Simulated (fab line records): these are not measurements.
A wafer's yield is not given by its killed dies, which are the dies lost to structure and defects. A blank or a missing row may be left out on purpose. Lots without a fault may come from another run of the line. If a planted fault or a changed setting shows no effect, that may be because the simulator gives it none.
A sampling plan put to the test | flow sky130 | one fab line, 65 faults that these records tell of, each judged on the records of the lots that it struck; 1 more is left out, because the records don't allow judging it
The plan consists of the line's own looks: route steps at which the wafer is read by a gauge or an inspection but not changed. Where struck wafers have a number at a look and the file lists that look's usual mean and standard deviation on fault-free wafers, the look can be judged. Caught: 4 or more of those standard deviations (sigma) separate the usual mean from the mean of the struck wafers at a look after the fault's first step. On the tool: the identical test, applied to the tool's own readings at the steps of the fault. It also counts as caught if the struck wafers ran another recipe or if their record alone is blank.

== THE FAULTS, as the simulator had put them in ==
1. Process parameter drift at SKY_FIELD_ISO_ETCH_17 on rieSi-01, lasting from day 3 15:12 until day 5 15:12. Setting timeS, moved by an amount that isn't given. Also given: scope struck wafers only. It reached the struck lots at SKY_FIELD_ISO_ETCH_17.
2. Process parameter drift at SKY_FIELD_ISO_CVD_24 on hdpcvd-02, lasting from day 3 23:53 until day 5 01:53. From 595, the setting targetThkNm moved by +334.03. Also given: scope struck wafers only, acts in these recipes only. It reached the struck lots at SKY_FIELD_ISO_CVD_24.
3. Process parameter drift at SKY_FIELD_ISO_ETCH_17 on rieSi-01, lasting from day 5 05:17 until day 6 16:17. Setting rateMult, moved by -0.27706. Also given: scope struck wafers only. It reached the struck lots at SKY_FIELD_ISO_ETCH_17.
4. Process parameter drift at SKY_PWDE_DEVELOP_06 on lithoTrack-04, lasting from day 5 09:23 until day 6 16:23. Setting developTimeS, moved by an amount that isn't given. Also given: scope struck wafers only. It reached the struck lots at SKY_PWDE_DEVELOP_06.
5. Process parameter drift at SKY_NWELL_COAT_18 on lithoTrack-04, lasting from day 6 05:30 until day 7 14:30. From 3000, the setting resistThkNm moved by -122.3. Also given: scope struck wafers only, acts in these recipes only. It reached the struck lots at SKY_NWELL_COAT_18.
6. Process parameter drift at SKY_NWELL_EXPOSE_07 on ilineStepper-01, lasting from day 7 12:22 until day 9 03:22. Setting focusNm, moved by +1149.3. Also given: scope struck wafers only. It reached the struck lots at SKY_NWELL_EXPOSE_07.
7. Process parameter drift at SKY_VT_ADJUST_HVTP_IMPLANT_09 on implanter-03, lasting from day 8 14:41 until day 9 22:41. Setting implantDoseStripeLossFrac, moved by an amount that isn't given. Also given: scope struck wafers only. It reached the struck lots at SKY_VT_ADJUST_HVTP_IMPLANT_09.
8. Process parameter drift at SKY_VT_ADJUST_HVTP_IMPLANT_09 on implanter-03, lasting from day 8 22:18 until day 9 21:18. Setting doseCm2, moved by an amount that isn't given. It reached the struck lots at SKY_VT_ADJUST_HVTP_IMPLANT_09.
9. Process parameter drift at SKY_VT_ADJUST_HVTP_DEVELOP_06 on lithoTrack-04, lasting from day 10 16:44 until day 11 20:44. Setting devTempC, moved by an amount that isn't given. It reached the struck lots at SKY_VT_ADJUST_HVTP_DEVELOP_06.
10. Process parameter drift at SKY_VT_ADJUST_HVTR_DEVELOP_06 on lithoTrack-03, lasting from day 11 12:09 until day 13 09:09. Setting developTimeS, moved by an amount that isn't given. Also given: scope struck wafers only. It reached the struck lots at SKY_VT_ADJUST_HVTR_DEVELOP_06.
11. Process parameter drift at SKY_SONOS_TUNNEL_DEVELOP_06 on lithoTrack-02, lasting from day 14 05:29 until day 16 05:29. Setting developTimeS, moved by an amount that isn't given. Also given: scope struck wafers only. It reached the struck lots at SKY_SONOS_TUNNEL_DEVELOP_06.
12. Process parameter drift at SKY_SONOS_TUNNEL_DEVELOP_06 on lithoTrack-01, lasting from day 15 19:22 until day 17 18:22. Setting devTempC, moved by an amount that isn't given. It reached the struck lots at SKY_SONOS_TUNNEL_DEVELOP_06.
13. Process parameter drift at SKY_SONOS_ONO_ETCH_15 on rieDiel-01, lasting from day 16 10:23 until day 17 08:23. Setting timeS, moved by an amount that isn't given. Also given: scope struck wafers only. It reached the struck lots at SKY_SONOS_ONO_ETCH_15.
14. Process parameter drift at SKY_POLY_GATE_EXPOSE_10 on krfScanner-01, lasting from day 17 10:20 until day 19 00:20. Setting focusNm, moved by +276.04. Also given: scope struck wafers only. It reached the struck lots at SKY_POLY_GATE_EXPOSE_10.
15. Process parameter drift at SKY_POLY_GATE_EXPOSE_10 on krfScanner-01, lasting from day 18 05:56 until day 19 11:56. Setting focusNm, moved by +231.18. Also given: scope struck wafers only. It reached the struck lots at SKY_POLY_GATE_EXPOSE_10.
16. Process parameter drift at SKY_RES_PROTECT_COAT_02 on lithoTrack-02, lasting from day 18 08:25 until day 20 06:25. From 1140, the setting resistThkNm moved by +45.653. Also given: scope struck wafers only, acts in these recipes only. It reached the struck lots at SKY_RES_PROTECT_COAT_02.
17. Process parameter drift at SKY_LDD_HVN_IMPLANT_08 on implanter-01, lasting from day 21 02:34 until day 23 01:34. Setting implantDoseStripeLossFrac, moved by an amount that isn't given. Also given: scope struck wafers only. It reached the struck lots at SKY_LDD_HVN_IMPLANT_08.
18. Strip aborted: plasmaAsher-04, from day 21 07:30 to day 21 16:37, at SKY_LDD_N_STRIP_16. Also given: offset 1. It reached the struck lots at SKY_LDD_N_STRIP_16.
19. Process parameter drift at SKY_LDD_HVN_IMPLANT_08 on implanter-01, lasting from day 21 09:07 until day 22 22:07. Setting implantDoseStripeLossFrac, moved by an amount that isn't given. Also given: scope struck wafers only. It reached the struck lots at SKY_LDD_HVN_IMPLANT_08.
20. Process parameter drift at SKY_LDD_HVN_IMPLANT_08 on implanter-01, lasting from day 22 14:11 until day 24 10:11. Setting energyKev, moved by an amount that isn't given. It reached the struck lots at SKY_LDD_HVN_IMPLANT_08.
21. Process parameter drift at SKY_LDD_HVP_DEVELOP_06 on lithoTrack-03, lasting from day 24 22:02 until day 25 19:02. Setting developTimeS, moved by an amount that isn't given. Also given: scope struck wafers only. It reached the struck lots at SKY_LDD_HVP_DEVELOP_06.
22. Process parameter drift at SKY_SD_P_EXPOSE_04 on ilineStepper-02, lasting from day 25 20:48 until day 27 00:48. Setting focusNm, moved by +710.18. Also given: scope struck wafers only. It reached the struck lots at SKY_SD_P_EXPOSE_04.
23. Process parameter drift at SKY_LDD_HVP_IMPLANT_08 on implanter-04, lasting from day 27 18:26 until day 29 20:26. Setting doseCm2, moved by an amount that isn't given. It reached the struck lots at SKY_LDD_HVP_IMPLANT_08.
24. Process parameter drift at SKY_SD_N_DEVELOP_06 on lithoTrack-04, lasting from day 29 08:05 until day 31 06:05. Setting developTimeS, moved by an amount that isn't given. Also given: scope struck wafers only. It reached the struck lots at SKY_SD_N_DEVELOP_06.
25. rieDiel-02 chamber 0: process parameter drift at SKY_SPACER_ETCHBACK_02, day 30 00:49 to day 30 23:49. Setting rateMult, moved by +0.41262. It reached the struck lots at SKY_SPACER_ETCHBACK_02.
26. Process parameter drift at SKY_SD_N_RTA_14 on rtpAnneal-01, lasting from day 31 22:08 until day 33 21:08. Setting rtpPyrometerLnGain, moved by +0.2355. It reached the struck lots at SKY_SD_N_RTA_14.
27. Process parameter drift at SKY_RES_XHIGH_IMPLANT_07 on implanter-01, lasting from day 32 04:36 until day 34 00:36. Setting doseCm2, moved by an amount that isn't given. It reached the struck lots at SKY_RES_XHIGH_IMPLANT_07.
28. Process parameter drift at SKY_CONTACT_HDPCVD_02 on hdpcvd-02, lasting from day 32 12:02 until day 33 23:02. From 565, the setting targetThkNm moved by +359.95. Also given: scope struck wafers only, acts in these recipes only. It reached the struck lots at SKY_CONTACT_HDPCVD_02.
29. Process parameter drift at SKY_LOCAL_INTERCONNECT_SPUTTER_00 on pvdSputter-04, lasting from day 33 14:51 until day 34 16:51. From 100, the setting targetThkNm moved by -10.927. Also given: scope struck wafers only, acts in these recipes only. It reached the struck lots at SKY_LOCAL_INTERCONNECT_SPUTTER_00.
30. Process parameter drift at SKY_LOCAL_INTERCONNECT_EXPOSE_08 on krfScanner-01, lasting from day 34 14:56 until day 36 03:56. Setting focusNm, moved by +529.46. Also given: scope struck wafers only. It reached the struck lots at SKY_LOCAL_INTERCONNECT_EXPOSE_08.
31. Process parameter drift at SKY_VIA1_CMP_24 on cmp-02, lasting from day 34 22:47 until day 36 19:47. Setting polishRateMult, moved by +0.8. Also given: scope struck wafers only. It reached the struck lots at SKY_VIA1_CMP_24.
32. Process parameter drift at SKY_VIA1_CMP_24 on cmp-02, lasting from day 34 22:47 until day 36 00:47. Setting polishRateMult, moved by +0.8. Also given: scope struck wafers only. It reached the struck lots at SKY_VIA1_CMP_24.
33. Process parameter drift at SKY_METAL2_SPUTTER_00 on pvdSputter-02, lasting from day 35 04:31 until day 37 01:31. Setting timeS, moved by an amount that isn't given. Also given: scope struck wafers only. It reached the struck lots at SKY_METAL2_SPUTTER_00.
34. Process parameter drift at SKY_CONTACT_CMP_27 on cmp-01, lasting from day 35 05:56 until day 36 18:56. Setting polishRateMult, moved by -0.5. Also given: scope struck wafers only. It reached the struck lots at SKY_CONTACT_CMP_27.
35. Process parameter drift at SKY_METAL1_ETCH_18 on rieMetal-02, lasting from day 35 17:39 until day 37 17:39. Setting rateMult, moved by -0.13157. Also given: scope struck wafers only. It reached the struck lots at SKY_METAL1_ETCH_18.
36. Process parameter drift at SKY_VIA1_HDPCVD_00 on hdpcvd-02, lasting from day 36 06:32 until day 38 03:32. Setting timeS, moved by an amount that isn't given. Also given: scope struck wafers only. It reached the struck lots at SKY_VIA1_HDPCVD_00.
37. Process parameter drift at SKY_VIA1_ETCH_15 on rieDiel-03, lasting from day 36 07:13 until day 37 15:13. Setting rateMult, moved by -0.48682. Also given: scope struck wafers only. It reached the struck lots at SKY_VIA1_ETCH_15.
38. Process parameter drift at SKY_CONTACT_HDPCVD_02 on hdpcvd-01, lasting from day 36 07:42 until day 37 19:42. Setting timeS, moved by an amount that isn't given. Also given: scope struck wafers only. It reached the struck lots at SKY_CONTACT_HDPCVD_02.
39. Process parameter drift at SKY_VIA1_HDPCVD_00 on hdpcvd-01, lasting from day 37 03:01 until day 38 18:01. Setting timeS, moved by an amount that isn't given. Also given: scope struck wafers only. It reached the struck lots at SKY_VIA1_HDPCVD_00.
40. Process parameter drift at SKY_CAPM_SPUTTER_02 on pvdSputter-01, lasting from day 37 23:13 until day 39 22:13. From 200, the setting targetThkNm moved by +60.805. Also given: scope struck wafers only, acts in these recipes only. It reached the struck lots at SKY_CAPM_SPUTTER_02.
41. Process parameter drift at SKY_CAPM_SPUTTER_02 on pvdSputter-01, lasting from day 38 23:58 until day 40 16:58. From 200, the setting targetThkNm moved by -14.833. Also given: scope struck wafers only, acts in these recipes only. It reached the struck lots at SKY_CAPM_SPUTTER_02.
42. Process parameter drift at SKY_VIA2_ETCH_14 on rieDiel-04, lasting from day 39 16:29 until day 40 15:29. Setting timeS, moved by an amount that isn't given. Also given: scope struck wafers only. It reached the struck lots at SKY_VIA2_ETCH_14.
43. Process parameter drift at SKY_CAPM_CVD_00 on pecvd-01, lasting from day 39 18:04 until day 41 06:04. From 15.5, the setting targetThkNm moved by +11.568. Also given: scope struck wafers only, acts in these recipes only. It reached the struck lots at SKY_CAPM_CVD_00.
44. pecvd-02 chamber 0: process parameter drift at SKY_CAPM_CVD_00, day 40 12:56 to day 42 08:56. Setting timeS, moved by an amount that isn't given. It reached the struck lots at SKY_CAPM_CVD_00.
45. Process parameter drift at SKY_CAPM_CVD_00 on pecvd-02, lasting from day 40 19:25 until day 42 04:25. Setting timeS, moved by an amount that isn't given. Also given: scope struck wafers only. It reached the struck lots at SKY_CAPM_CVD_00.
46. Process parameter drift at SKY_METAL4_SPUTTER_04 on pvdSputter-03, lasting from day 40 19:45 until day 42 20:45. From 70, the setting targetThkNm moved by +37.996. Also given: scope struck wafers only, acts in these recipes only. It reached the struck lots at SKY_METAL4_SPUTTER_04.
47. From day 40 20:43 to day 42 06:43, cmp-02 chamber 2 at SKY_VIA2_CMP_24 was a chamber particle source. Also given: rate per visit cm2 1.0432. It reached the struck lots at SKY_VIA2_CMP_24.
48. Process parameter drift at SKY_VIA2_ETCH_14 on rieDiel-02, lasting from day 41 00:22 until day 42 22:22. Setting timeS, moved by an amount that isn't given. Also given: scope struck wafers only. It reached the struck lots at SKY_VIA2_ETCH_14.
49. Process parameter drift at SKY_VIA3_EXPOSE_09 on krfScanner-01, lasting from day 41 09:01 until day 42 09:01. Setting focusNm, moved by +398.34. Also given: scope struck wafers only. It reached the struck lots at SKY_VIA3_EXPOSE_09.
50. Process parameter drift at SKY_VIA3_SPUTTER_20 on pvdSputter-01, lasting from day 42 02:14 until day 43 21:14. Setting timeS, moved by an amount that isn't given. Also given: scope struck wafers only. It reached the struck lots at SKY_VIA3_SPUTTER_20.
51. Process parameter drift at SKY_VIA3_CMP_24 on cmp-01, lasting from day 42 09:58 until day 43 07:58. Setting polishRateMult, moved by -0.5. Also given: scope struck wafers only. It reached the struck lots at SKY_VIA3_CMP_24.
52. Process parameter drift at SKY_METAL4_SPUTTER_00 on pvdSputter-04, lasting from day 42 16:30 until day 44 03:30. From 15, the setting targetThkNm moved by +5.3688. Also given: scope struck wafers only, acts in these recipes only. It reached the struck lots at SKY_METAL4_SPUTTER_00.
53. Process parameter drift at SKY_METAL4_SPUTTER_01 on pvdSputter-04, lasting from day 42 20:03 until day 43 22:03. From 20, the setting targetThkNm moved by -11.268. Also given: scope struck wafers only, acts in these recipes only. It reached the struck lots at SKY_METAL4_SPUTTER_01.
54. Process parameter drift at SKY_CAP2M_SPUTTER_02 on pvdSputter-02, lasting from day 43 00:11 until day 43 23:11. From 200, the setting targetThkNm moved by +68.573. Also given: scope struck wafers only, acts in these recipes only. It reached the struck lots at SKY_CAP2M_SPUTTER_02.
55. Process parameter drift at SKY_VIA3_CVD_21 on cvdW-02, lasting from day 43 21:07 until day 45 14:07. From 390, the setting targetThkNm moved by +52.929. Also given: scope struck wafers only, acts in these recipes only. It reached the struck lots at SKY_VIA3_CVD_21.
56. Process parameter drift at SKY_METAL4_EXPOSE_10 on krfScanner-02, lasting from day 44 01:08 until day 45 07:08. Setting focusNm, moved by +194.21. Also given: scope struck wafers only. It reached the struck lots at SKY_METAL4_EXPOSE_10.
57. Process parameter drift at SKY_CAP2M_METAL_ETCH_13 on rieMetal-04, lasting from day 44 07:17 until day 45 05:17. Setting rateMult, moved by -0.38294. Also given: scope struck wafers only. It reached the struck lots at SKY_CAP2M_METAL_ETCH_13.
58. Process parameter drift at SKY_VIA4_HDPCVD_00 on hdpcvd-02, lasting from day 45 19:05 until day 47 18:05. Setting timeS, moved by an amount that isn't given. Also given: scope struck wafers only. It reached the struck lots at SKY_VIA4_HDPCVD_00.
59. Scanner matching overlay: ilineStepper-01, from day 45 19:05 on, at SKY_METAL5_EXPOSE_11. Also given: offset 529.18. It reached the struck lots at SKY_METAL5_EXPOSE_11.
60. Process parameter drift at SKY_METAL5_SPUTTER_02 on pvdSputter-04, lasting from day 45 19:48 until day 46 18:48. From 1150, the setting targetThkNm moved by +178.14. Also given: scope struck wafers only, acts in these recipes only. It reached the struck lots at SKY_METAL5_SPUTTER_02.
61. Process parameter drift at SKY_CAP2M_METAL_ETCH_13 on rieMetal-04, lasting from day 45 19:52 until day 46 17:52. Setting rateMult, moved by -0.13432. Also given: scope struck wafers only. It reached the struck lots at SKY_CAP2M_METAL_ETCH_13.
62. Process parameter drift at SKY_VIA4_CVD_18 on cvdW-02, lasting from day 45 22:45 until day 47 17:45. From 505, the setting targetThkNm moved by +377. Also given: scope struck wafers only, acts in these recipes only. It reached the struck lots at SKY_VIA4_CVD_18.
63. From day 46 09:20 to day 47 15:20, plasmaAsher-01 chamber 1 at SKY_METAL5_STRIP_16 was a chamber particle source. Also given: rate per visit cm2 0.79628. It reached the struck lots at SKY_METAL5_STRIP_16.
64. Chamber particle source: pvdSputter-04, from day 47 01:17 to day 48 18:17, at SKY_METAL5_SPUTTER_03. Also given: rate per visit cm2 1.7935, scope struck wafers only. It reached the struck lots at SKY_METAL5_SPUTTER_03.
65. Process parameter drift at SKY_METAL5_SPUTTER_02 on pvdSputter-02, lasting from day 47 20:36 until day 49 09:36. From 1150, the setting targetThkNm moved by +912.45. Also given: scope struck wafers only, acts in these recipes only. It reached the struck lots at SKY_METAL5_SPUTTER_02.

== WHAT THE PLAN SAW ==
fault | on the tool itself                       | first look that catches it                      | reading, sigma                                         | median hours from its first step to that look | hours from the fault's start to the first struck lot there | judged looks passed uncaught
1     | runLengthS +32 sigma                     | no look after it can be judged                  | -                                                      | -                                             | -                                                          | 0
2     | no reading that can be judged            | SKY_FIELD_ISO_THK_MEAS_25                       | FIELD_ISO_CVD_24_THK +66                               | 0.1                                           | 4                                                          | 0
3     | oesProductAu -23 sigma                   | none of the 2 looks that can be judged after it | -                                                      | -                                             | -                                                          | 2
4     | no reading that can be judged            | not the one look that can be judged after it    | -                                                      | -                                             | -                                                          | 1
5     | under 2 sigma                            | no look after it can be judged                  | -                                                      | -                                             | -                                                          | 0
6     | under 2 sigma                            | none of the 6 looks that can be judged after it | -                                                      | -                                             | -                                                          | 6
7     | no reading that can be judged            | SKY_VT_ADJUST_HVTP_TW_MEAS_11                   | VT_ADJUST_HVTP_TW -7.1                                 | 0.2                                           | 1                                                          | 0
8     | doseIonsCm2 -99 or beyond sigma          | SKY_VT_ADJUST_HVTP_TW_MEAS_11                   | VT_ADJUST_HVTP_TW -32                                  | 0.2                                           | 3                                                          | 0
9     | developerTempC +21 sigma                 | not the one look that can be judged after it    | strongest: cdNm at SKY_VT_ADJUST_HVTP_CD_MEAS_07, -2.7 | -                                             | -                                                          | 1
10    | no reading that can be judged            | not the one look that can be judged after it    | strongest: cdNm at SKY_VT_ADJUST_HVTR_CD_MEAS_07, +3.8 | -                                             | -                                                          | 1
11    | no reading that can be judged            | SKY_SONOS_TUNNEL_CD_MEAS_07                     | cdNm -18                                               | 0.1                                           | 7                                                          | 0
12    | developerTempC -20 sigma                 | none of the 2 looks that can be judged after it | strongest: cdNm at SKY_SONOS_TUNNEL_CD_MEAS_07, +3.4   | -                                             | -                                                          | 2
13    | under 2 sigma                            | none of the 2 looks that can be judged after it | -                                                      | -                                             | -                                                          | 2
14    | no reading that can be judged            | SKY_POLY_GATE_CD_MEAS_13                        | cdNm -32                                               | 14.8                                          | 23                                                         | 0
15    | no reading that can be judged            | SKY_POLY_GATE_CD_MEAS_13                        | cdNm -22                                               | 15.3                                          | 26                                                         | 0
16    | no reading that can be judged            | no look after it can be judged                  | -                                                      | -                                             | -                                                          | 0
17    | under 2 sigma                            | SKY_LDD_HVN_TW_MEAS_10                          | LDD_HVN_TW -5.3                                        | 0.2                                           | 5                                                          | 0
18    | oesProductAu +54 sigma                   | SKY_LDD_P_TW_MEAS_11                            | LDD_P_TW -99 or beyond                                 | 30.6                                          | 40                                                         | 2
19    | under 2 sigma                            | SKY_LDD_HVN_TW_MEAS_10                          | LDD_HVN_TW -6.3                                        | 0.2                                           | 2                                                          | 0
20    | beamEnergyKeV +99 or beyond sigma        | no look after it can be judged                  | -                                                      | -                                             | -                                                          | 0
21    | under 2 sigma                            | SKY_LDD_HVP_TW_MEAS_10                          | LDD_HVP_TW -6.3                                        | 0.4                                           | 5                                                          | 0
22    | no reading that can be judged            | SKY_SD_P_CD_MEAS_07                             | cdNm -4.4                                              | 14.5                                          | 17                                                         | 0
23    | doseIonsCm2 +99 or beyond sigma          | SKY_LDD_HVP_TW_MEAS_10                          | LDD_HVP_TW +70                                         | 0.2                                           | 13                                                         | 0
24    | no reading that can be judged            | SKY_SD_N_TW_MEAS_12                             | SD_N_TW -99 or beyond                                  | 0.7                                           | 15                                                         | 0
25    | under 2 sigma                            | no look after it can be judged                  | -                                                      | -                                             | -                                                          | 0
26    | lampPowerPct -17 sigma                   | SKY_SD_N_RS_MEAS_16                             | SD_N_RS +34                                            | 0.2                                           | 9                                                          | 0
27    | doseIonsCm2 -99 or beyond sigma          | SKY_RES_XHIGH_TW_MEAS_09                        | RES_XHIGH_TW -47                                       | 0.2                                           | 27                                                         | 0
28    | no reading that can be judged            | SKY_CONTACT_THK_MEAS_03                         | CONTACT_HDPCVD_THK +62                                 | 0.1                                           | 21                                                         | 0
29    | under 2 sigma                            | SKY_LOCAL_INTERCONNECT_RS_MEAS_01               | LOCAL_INTERCONNECT_TIN_RS +12                          | 0.1                                           | 3                                                          | 0
30    | under 2 sigma                            | no look after it can be judged                  | -                                                      | -                                             | -                                                          | 0
31    | timeToEndpointS -12 sigma                | none of the 4 looks that can be judged after it | -                                                      | -                                             | -                                                          | 4
32    | timeToEndpointS -12 sigma                | none of the 4 looks that can be judged after it | -                                                      | -                                             | -                                                          | 4
33    | under 2 sigma                            | no look after it can be judged                  | -                                                      | -                                             | -                                                          | 0
34    | overpolishRunS -99 or beyond sigma       | no look after it can be judged                  | -                                                      | -                                             | -                                                          | 0
35    | under 2 sigma                            | no look after it can be judged                  | -                                                      | -                                             | -                                                          | 0
36    | runLengthS -32 sigma                     | SKY_VIA1_THK_MEAS_01                            | VIA1_HDPCVD_THK -10                                    | 0.1                                           | 1                                                          | 0
37    | oesProductAu -55 sigma                   | no look after it can be judged                  | -                                                      | -                                             | -                                                          | 0
38    | runLengthS -39 sigma                     | SKY_CONTACT_THK_MEAS_03                         | CONTACT_HDPCVD_THK -20                                 | 0.1                                           | 15                                                         | 0
39    | runLengthS -85 sigma                     | SKY_VIA1_THK_MEAS_01                            | VIA1_HDPCVD_THK -25                                    | 0.1                                           | 3                                                          | 0
40    | under 2 sigma                            | SKY_CAPM_RS_MEAS_03                             | CAPM_TIN_RS -27                                        | 0.1                                           | 7                                                          | 0
41    | under 2 sigma                            | SKY_CAPM_RS_MEAS_03                             | CAPM_TIN_RS +8.8                                       | 0.1                                           | 18                                                         | 0
42    | oesProductAu +15 sigma                   | no look after it can be judged                  | -                                                      | -                                             | -                                                          | 0
43    | under 2 sigma                            | SKY_CAPM_THK_MEAS_01                            | CAPM_CVD_00_THK +51                                    | 0.0                                           | 3                                                          | 0
44    | under 2 sigma                            | SKY_CAPM_THK_MEAS_01                            | CAPM_CVD_00_THK -26                                    | 0.0                                           | 3                                                          | 0
45    | under 2 sigma                            | SKY_CAPM_THK_MEAS_01                            | CAPM_CVD_00_THK -13                                    | 0.0                                           | 3                                                          | 0
46    | under 2 sigma                            | no look after it can be judged                  | -                                                      | -                                             | -                                                          | 0
47    | under 2 sigma                            | no look after it can be judged                  | -                                                      | -                                             | -                                                          | 0
48    | oesProductAu +27 sigma                   | no look after it can be judged                  | -                                                      | -                                             | -                                                          | 0
49    | under 2 sigma                            | SKY_VIA3_CD_MEAS_12                             | cdNm -30                                               | 11.3                                          | 32                                                         | 0
50    | under 2 sigma                            | no look after it can be judged                  | -                                                      | -                                             | -                                                          | 0
51    | overpolishRunS -99 or beyond sigma       | no look after it can be judged                  | -                                                      | -                                             | -                                                          | 0
52    | under 2 sigma                            | no look after it can be judged                  | -                                                      | -                                             | -                                                          | 0
53    | only faintly: cathodeDcPowerW -2.2 sigma | no look after it can be judged                  | -                                                      | -                                             | -                                                          | 0
54    | under 2 sigma                            | SKY_CAP2M_RS_MEAS_03                            | CAP2M_TIN_RS -32                                       | 0.1                                           | 14                                                         | 0
55    | under 2 sigma                            | SKY_VIA3_RS_MEAS_22                             | VIA3_W_RS -5.0                                         | 0.2                                           | 12                                                         | 0
56    | no reading that can be judged            | SKY_METAL4_CD_MEAS_13                           | cdNm -9.4                                              | 10.9                                          | 16                                                         | 0
57    | oesProductAu -29 sigma                   | no look after it can be judged                  | -                                                      | -                                             | -                                                          | 0
58    | runLengthS +41 sigma                     | SKY_VIA4_THK_MEAS_01                            | VIA4_HDPCVD_THK +10                                    | 0.2                                           | 14                                                         | 0
59    | no reading that can be judged            | no look after it can be judged                  | -                                                      | -                                             | -                                                          | 0
60    | under 2 sigma                            | SKY_METAL5_RS_MEAS_05                           | METAL5_ALCU_RS -15                                     | 0.1                                           | 6                                                          | 0
61    | oesProductAu -4.0 sigma                  | no look after it can be judged                  | -                                                      | -                                             | -                                                          | 0
62    | under 2 sigma                            | SKY_VIA4_RS_MEAS_19                             | VIA4_W_RS -21                                          | 0.1                                           | 3                                                          | 0
63    | under 2 sigma                            | no look after it can be judged                  | -                                                      | -                                             | -                                                          | 0
64    | under 2 sigma                            | no look after it can be judged                  | -                                                      | -                                             | -                                                          | 0
65    | under 2 sigma                            | SKY_METAL5_RS_MEAS_05                           | METAL5_ALCU_RS -49                                     | 0.2                                           | 14                                                         | 0
Dash: fault not caught, or number not given in these records.

Caught at a look: 33 of 65. Caught on the tool: 23 of 65. By one or the other: 47 of 65.
On the tool alone, faults 1, 3, 9, 12, 20, 31, 32, 34, 37, 42, 48, 51, 57, 61 were caught.
Caught at a look alone: faults 2, 7, 11, 14, 15, 17, 19, 21, 22, 24, 28, 29, 40, 41, 43, 44, 45, 49, 54, 55, 56, 60, 62, 65.
Caught by neither: faults 4, 5, 6, 10, 13, 16, 25, 30, 33, 35, 46, 47, 50, 52, 53, 59, 63, 64.

== THINNER SAMPLING ==
If the look that catches a fault measured only every second or every third lot, by lot number, the first struck lot would be measured this late in the worst case:
fault | struck lots at that look, in order of time | every lot | every second lot | every third lot
2     | L792, L793                                 | 4 h       | 8 h              | may miss all 2
7     | L151, L152, L153                           | 1 h       | 5 h              | 11 h
8     | L108, L110                                 | 3 h       | may miss all 2   | may miss all 2
11    | L498                                       | 7 h       | may miss it      | may miss it
14    | L138, L140, L139                           | 23 h      | 50 h             | 50 h
15    | L433, L434                                 | 26 h      | 39 h             | may miss all 2
17    | L551, L553, L554                           | 5 h       | 15 h             | may miss all 3
18    | L837                                       | 40 h      | may miss it      | may miss it
19    | L674, L675                                 | 2 h       | 8 h              | may miss all 2
21    | L481, L482                                 | 5 h       | 13 h             | may miss all 2
22    | L455                                       | 17 h      | may miss it      | may miss it
23    | L770, L772, L771                           | 13 h      | 22 h             | 22 h
24    | L712, L714, L713                           | 15 h      | 38 h             | 38 h
26    | L933, L935                                 | 9 h       | may miss all 2   | may miss all 2
27    | L189, L188                                 | 27 h      | 30 h             | may miss all 2
28    | L498, L500                                 | 21 h      | may miss all 2   | may miss all 2
29    | L714, L715                                 | 3 h       | 12 h             | may miss all 2
36    | L454, L459                                 | 1 h       | 39 h             | may miss all 2
38    | L658, L663                                 | 15 h      | 34 h             | may miss all 2
39    | L577, L578, L580                           | 3 h       | 11 h             | may miss all 3
40    | L187                                       | 7 h       | may miss it      | may miss it
41    | L854, L855                                 | 18 h      | 22 h             | may miss all 2
43    | L105                                       | 3 h       | may miss it      | may miss it
44    | L305                                       | 3 h       | may miss it      | may miss it
45    | L547, L549                                 | 3 h       | may miss all 2   | may miss all 2
49    | L440                                       | 32 h      | may miss it      | may miss it
54    | L805                                       | 14 h      | may miss it      | may miss it
55    | L118                                       | 12 h      | may miss it      | may miss it
56    | L388, L389                                 | 16 h      | 18 h             | may miss all 2
58    | L274, L275                                 | 14 h      | 27 h             | may miss all 2
60    | L513, L515                                 | 6 h       | may miss all 2   | may miss all 2
62    | L869, L870                                 | 3 h       | 14 h             | may miss all 2
65    | L159, L160                                 | 14 h      | 18 h             | may miss all 2
Hours count from the start of the fault until the first struck lot that is measured. 4 sigma limit: tested on the pooled struck wafers, so a lone lot may be under it. Other struck lots may not be in these records.

== THE LONGEST TIMED WAY FROM STEP TO LOOK ==
Fault 18: a median of 30.6 hours passes between SKY_LDD_N_STRIP_16 and SKY_LDD_P_TW_MEAS_11. The looks between them that can be judged stayed within 4 sigma: SKY_LDD_P_CD_MEAS_07, SKY_LDD_P_OVL_MEAS_08.
